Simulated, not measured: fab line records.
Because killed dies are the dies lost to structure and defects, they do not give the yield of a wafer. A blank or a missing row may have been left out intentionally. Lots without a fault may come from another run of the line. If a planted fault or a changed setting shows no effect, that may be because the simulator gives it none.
The same fault as seen by 2 desks | flow sky130 | every desk sees just its own numbers, and what lay behind them comes last

== AT THE TOOL OWNER'S DESK: rieMetal-02 ==
The tool's own readings at SKY_METAL3_METAL_ETCH_18 (etches the open film in Cl2/BCl3, stops on SiO2, target depth 845 nm, time 183.1 s): means of the sampled wafers that have a number, for each lot that ran on this tool. Marked OUT: a lot whose mean sits more than 4 standard deviations from the usual mean, which makes it out of limits; the brackets give that distance.
Columns: A = drypumpMotorCurrentA at SKY_METAL3_METAL_ETCH_18, usual 5.8 A; B = mfcCl2Sccm at SKY_METAL3_METAL_ETCH_18, usual 60.03 sccm; C = oesProductAu at SKY_METAL3_METAL_ETCH_18, usual 0.868 a.u.; D = throttleValvePct at SKY_METAL3_METAL_ETCH_18, usual 22.263 %
lot  | first seen here | A   | B     | C     | D
L951 | day 40 10:56    | 5.7 | 59.98 | 0.868 | 22.262
L953 | day 40 19:11    | 5.7 | 59.93 | 0.867 | 22.263
L956 | day 42 02:41    | 5.8 | 59.87 | 0.862 | 22.266
Finding of this desk: none of the 3 lots has anything out of limits.

== FROM THE METROLOGY DESK ==
Means of the sampled wafers that have a number, per lot and without regard to the tool the lot ran on: this is what the gauges read. Marked OUT: a lot whose mean sits more than 4 standard deviations from the usual mean, which makes it out of limits; the brackets give that distance.
Columns: A = cdNm at SKY_METAL3_CD_MEAS_13, usual 299.9 nm; B = METAL3_OVL at SKY_METAL3_OVL_MEAS_14, usual -2 nm
lot  | first seen here | A     | B
L950 | day 40 00:36    | 295.8 | 1
L951 | day 40 10:37    | 299.7 | 1
L953 | day 40 18:53    | 299.9 | 5
L956 | day 42 02:23    | 299.7 | -6
L957 | day 42 05:45    | 298.9 | -10
L964 | day 44 07:16    | 299.0 | -6
Finding of this desk: none of the 6 lots has anything out of limits.

== ALL TOGETHER ==
Nothing out of limits was seen by the tool owner's desk.
At the metrology desk, nothing out of limits was observed.

== WHAT HAD BEEN PUT IN BY THE SIMULATOR ==
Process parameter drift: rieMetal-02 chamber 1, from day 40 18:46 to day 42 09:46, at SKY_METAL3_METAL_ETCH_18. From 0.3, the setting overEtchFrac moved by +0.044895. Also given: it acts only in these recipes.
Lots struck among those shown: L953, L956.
